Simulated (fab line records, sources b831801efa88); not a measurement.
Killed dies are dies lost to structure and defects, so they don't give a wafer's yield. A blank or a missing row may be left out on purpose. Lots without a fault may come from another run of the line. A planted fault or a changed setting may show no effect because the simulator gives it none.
Problem report in the 8D (eight disciplines) form, filled by code | flow sky130 | the parts of the form that need people (team, actions taken, sign-off) are left out

1. THE PROBLEM
LDD_P_TW at SKY_LDD_P_TW_MEAS_11 reads a mean of 2610 on 6 wafers of 2 lots; wafers without a fault read 639 with a standard deviation of 6.9. That is +99 or more standard deviations from the usual mean.
First seen on wafer L952.1, day 22 04:21, on film_metro-03. The record holds 42 wafers of 14 lots with a number at this step. Rule for "out", or "out of limits": more than 4 standard deviations from the usual mean. The other wafers with a number count as sound.

2. WHAT IT IS AND WHAT IT IS NOT
question                    | is                           | is not
which readings at this step | LDD_P_TW                     | -
which lots                  | L952, L954                   | L945, L947, L950, L951, L958, L959, L961, L962, L963, L964, L965, L968
which wafers of those lots  | all that have a number       | -
read on which gauges        | film_metro-03, film_metro-04 | film_metro-01
when                        | from day 22 04:21            | up to then (12 sound wafers); but 24 sound wafers of L958, L959, L961, L962, L963, L964, L965, L968 came after

3. SUSPECTS, AND WHAT RULES EACH OUT
Counting: a tool at a process step up to the reading stays a suspect if it ran every lot that is out and no sound lot after the first of them.
- the gauge at SKY_LDD_P_TW_MEAS_11: ruled out. The wafers that are out were read on 2 gauges (film_metro-03, film_metro-04).
- cmp-02 at SKY_FIELD_ISO_CMP_27 (polishes, stops on Si3N4, t overpolish 16 s, target thk 457.8 nm): ruled out as a lasting fault. Sound lots L958, L959, L961, L964, L965, L968 ran on it after its first lot that is out, L952 (day 3 22:48).
- litho_track-03 at SKY_LDD_N_COAT_02 (resist thk 300 nm): ruled out as a lasting fault. Sound lots L958, L961, L963, L968 ran on it after its first lot that is out, L952 (day 20 05:16).
Left after counting: nothing in the record.

4. THE CAUSE (what the simulator had put in)
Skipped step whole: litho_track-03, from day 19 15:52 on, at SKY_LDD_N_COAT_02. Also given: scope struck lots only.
Counting ruled it out, wrongly: the rule takes a fault to strike every lot that its tool runs from its start on, and this one did not.

5. THE CHAIN OF EFFECTS, in route order
Each row: a reading whose mean over the struck wafers that have a number lies more than 3 standard deviations from the usual. Only readings for which the record gives a usual standard deviation are gone through. hours: the time from each lot's start at the first step in this table that gives one to its start at this step, as a median over the lots. sigmas: the change in usual standard deviations.
hours | step                   | reading    | usual | on struck wafers | change | sigmas
0     | SKY_LDD_P_TW_MEAS_11   | LDD_P_TW   | 639   | 2610             | +1971  | +99 or more
30    | SKY_LDD_HVN_TW_MEAS_10 | LDD_HVN_TW | 1436  | 2700             | +1264  | +99 or more
Readings that are blank on the struck wafers while sound wafers have them: chill_plate_temp_C at SKY_LDD_N_COAT_02; dispense_pressure_kPa at SKY_LDD_N_COAT_02; LDD_N_OVL at SKY_LDD_N_OVL_MEAS_07.
Later measuring or inspecting steps at which every struck wafer that the step has a row for has a number for every such reading, and none has moved that far: SKY_LOCAL_INTERCONNECT_CD_MEAS_11, SKY_CONTACT_OVL_MEAS_15.

6. WHAT WOULD HAVE CAUGHT IT SOONER
In this record the first reading out of limits at a measuring or inspecting step was taken at day 22 04:21, 60 hours after the fault began at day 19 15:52.
Between SKY_LDD_N_COAT_02 and SKY_LDD_P_TW_MEAS_11, SKY_LDD_N_OVL_MEAS_07 gave no LDD_N_OVL on the struck wafers, where sound wafers have one: a measuring or inspecting step that comes back empty is itself a sign.
At SKY_LDD_N_COAT_02 the tool's readings are blank on the struck wafers, where sound wafers have them: an empty tool record is the first sign, and it was there at once.
